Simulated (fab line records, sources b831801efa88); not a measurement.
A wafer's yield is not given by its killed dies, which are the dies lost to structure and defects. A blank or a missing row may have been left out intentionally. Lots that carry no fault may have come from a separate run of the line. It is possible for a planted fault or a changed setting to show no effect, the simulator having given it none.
Code-filled problem report in 8D (eight disciplines) form	flow gf180mcu	the parts of the form that need people (team, actions taken, sign-off) are left out

== 1. THE PROBLEM ==
GF_TOP_METAL_SPUTTER_00, cathode dc power W: mean 3573.7 W over 1 wafer from 1 lot; wafers with no fault: 4000.0 W, standard deviation 0.64. That is -99 or more standard deviations from the usual mean.
The step: material Ti, target thk 37.5 nm, time 150 s.
Earliest sighting: wafer L885.4 on pvd sputter-02 at day 28 13:28. At this step, 39 wafers from 13 lots have a number in the record. Rule for "out" (also "out of limits"): further than 4 standard deviations from the usual mean. Any other wafer with a number is counted as sound.

== 2. WHAT IT IS, WHAT IT ISN'T ==
question	is	is not
which readings at this step	cathode dc power W	throttle valve pct
which lots	L885	L881, L882, L883, L895, L897, L898, L899, L900, L901, L902, L903, L904
which wafers of those lots	L885.4	L885.2, L885.5
read on which tools	pvd sputter-02	pvd sputter-03, pvd sputter-04
when	from day 28 13:28	up to then (11 sound wafers); but 27 sound wafers of L895, L897, L898, L899, L900, L901, L902, L903, L904 came after

== 3. WHAT RULES OUT EACH SUSPECT ==
Counting: a tool at a process step up to the reading stays a suspect if it ran every lot that is out. Sound lots after the first of them don't rule it out here, since some wafers of a struck lot are sound.
- rie diel-02 at GF_V5_ETCH_16 (etches BARC in N2/H2): kept. It ran the lot that is out, L885 (day 28 12:05).
- pvd sputter-02 at GF_TOP_METAL_SPUTTER_00 (material Ti, target thk 37.5 nm, time 150 s): kept. L885, the lot that is out, went through it at day 28 13:28; up to then, the latest sound lot through it was L883 at day 27 23:19. Its own cathode dc power W readings are out on those wafers.
After counting, rie diel-02 at GF_V5_ETCH_16 and pvd sputter-02 at GF_TOP_METAL_SPUTTER_00 remain.

== 4. THE CAUSE (what the simulator had put in) ==
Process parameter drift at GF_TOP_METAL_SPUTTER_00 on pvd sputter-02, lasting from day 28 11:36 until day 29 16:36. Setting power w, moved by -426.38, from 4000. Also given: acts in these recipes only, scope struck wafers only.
2 suspects survive the count, and this tool is in that group.

== 5. THE CHAIN OF EFFECTS, in route order ==
One row per reading whose mean, taken over the struck wafers that have a number, lies over 3 standard deviations from the usual. Only readings for which the record gives a usual standard deviation are gone through. hours: the time from each lot's start at the first step in this table that gives one to its start at this step, as a median over the lots. sigmas: the change in usual standard deviations.
hours	step	reading	usual	on struck wafers	change	sigmas
0	GF_TOP_METAL_SPUTTER_00	cathode dc power W	4000.0 W	3573.7	-426.3	-99 or more
Process steps it contains:
- GF_TOP_METAL_SPUTTER_00: material Ti, target thk 37.5 nm, time 150 s.

== 6. HOW IT WOULD HAVE BEEN CAUGHT EARLIER ==
In this record the first reading out of limits was taken at day 28 13:28, 2 hours after the fault began at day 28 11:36.
